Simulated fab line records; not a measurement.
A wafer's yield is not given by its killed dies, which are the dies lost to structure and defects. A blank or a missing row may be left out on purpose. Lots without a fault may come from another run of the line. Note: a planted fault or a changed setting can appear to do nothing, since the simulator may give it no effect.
What tool caused it? + flow gf180mcu + 15 lots, 42 wafers sampled, at 4 steps of a route of 602

WHAT THE GAUGES READ, wafer by wafer
GF_STI_CD_MEAS_12: the cd target is 220 nm.
| lot  | measured    | on        | cd-nm (nm)        |
|------|-------------|-----------|-------------------|
| L206 | day 2 00:59 | cd-sem-01 | 218.4 220.0 219.4 |
| L207 | day 2 05:52 | cd-sem-01 | 221.6 221.3 220.2 |
| L208 | day 2 12:55 | cd-sem-02 | 219.6 219.8 219.6 |
| L210 | day 2 21:50 | cd-sem-01 | 219.6 219.0 220.4 |
| L212 | day 3 08:02 | cd-sem-02 | 219.9 220.5 220.8 |
| L213 | day 3 13:38 | cd-sem-02 | 219.7 218.9 218.9 |
| L214 | day 3 18:37 | cd-sem-01 | 219.6 219.8 219.4 |
| L216 | day 4 04:56 | cd-sem-01 | 218.4 218.6       |
| L217 | day 4 10:16 | cd-sem-01 | 220.3 219.5       |
| L220 | day 5 01:53 | cd-sem-02 | 220.5 219.5       |
| L225 | day 6 05:08 | cd-sem-02 | 220.6 219.1 220.6 |
| L226 | day 6 12:02 | cd-sem-02 | 221.1 219.8 220.7 |
| L227 | day 6 22:10 | cd-sem-02 | 220.2 220.4 221.2 |
| L228 | day 6 22:22 | cd-sem-01 | 219.5 220.4 220.6 |
| L229 | day 7 03:40 | cd-sem-01 | 216.9 216.3 216.8 |

GF_DUAL_GATE_THK_MEAS_03.
| lot  | measured     | on            | DUAL_GATE_OXIDATION_00_THK (nm) |
|------|--------------|---------------|---------------------------------|
| L206 | day 7 12:01  | film-metro-01 | 11.28 11.07 11.09               |
| L207 | day 7 17:53  | film-metro-03 | 10.90 10.98 10.79               |
| L208 | day 8 07:19  | film-metro-03 | 10.54 10.70 10.38               |
| L210 | day 8 18:30  | film-metro-01 | 10.94 11.06 10.89               |
| L212 | day 9 02:13  | film-metro-02 | 10.79 10.87 10.94               |
| L213 | day 9 09:54  | film-metro-03 | 10.95 10.87 10.88               |
| L214 | day 9 14:41  | film-metro-03 | 10.84 10.67 10.52               |
| L216 | day 10 05:05 | film-metro-01 | 11.09 11.06                     |
| L217 | day 10 13:13 | film-metro-01 | 10.83 10.81                     |
| L220 | day 11 15:11 | film-metro-01 | 11.43 11.40                     |
| L225 | day 13 19:58 | film-metro-01 | 10.49 10.51 10.54               |
| L226 | day 13 22:49 | film-metro-02 | 10.72 10.75 10.66               |
| L227 | day 14 09:30 | film-metro-03 | 11.33 11.28 11.44               |
| L228 | day 14 09:29 | film-metro-01 | 11.06 11.08 11.07               |
| L229 | day 14 09:29 | film-metro-02 | 11.07 11.09 11.21               |

GF_POLY_GATE_CD_MEAS_18.
| lot  | measured     | on        | cd-nm (nm)        |
|------|--------------|-----------|-------------------|
| L206 | day 9 03:51  | cd-sem-01 | 281.2 279.4 281.9 |
| L207 | day 9 11:13  | cd-sem-02 | 280.6 280.1 279.1 |
| L208 | day 9 20:49  | cd-sem-01 | 277.6 282.2 280.7 |
| L210 | day 10 11:30 | cd-sem-02 | 281.8 284.4 283.0 |
| L212 | day 10 18:46 | cd-sem-01 | 279.5 281.5 281.5 |
| L213 | day 11 02:11 | cd-sem-01 | 282.1 279.4 282.9 |
| L214 | day 11 08:13 | cd-sem-01 | 278.0 279.5 278.6 |
| L216 | day 11 22:33 | cd-sem-02 | 279.7 281.5       |
| L217 | day 12 06:57 | cd-sem-01 | 278.1 279.7       |
| L220 | day 13 12:03 | cd-sem-02 | 282.7 281.2       |
| L225 | day 15 21:08 | cd-sem-01 | 276.7 280.3 281.2 |
| L226 | day 16 05:08 | cd-sem-01 | 282.8 282.1 280.8 |
| L227 | day 16 14:22 | cd-sem-02 | 276.3 277.9 278.2 |
| L228 | day 16 13:05 | cd-sem-01 | 276.5 277.3 278.0 |
| L229 | day 16 14:20 | cd-sem-01 | 281.7 282.3 280.4 |

EACH LOT AND THE TOOL THAT RAN IT (in order: tool; ch and the chambers of the sampled wafers; start)
| lot  | GF_VT_IMPLANT_SOFTBAKE_03         |
|------|-----------------------------------|
| L206 | litho-track-04 ch 0, day 5 08:48  |
| L207 | litho-track-02 ch 0, day 5 14:26  |
| L208 | litho-track-01 ch 0, day 5 21:41  |
| L210 | litho-track-02 ch 0, day 6 07:50  |
| L212 | litho-track-02 ch 0, day 6 18:28  |
| L213 | litho-track-01 ch 0, day 6 23:11  |
| L214 | litho-track-02 ch 0, day 7 04:11  |
| L216 | litho-track-02 ch 0, day 7 16:25  |
| L217 | litho-track-02 ch 0, day 7 22:56  |
| L220 | litho-track-02 ch 0, day 8 21:32  |
| L225 | litho-track-01 ch 0, day 10 19:46 |
| L226 | litho-track-04 ch 0, day 10 20:17 |
| L227 | litho-track-02 ch 0, day 11 07:22 |
| L228 | litho-track-01 ch 0, day 11 07:14 |
| L229 | litho-track-02 ch 0, day 11 06:44 |
- GF_VT_IMPLANT_SOFTBAKE_03: time 60 s.

WHAT THE TOOLS THEMSELVES READ (means of the sampled wafers that have a number; where no wafer has one, the mark that the record gives instead)
GF_VT_IMPLANT_SOFTBAKE_03.
| lot  | tool           | heater-power-total-W (W) | run-length-s (s) |
|------|----------------|--------------------------|------------------|
| L206 | litho-track-04 | 56.62                    | 89.08            |
| L207 | litho-track-02 | 56.62                    | 88.82            |
| L208 | litho-track-01 | 56.60                    | 88.93            |
| L210 | litho-track-02 | 56.60                    | 88.80            |
| L212 | litho-track-02 | 56.57                    | 88.78            |
| L213 | litho-track-01 | 56.59                    | 88.81            |
| L214 | litho-track-02 | 56.55                    | 88.87            |
| L216 | litho-track-02 | 58.81                    | 82.82            |
| L217 | litho-track-02 | 58.81                    | 82.66            |
| L220 | litho-track-02 | 58.78                    | 82.72            |
| L225 | litho-track-01 | 56.59                    | 88.93            |
| L226 | litho-track-04 | 56.64                    | 89.01            |
| L227 | litho-track-02 | 56.60                    | 88.81            |
| L228 | litho-track-01 | 56.62                    | 88.82            |
| L229 | litho-track-02 | 56.63                    | 88.79            |

THE ANSWER, worked out from the rows above alone
Rule: the usual values come from the lots themselves. The widest of any qualifying gaps counts: lots, ordered by their means at a reading, are off when they make up no more than a third of the lots, leave a main group of 4 or more, and stand apart from it by 3 or more times the standard deviation of that group's means. Not used: any main group whose means are identical at the precision the tables above print for the reading. Also off: a lot with no number at a reading for which 4 or more lots have one. The other lots that the step has rows for count as sound. After the gauges, taken in route order, come the tools' own readings; for these a lot's mean is taken, as printed above. At the first step where some lot is off, the reading lying furthest off is the one used; lots without a number count as furthest.
Off, at GF_VT_IMPLANT_SOFTBAKE_03 on heater-power-total-W: L216, L217, L220. Main group: mean 56.60 W, sd 0.025.
A tool fits if, at that step or a process step before it, it ran every lot that is off, and no sound lot after the first of them. Not one of the candidates tried fits.

WHAT THE SIMULATOR PUT IN
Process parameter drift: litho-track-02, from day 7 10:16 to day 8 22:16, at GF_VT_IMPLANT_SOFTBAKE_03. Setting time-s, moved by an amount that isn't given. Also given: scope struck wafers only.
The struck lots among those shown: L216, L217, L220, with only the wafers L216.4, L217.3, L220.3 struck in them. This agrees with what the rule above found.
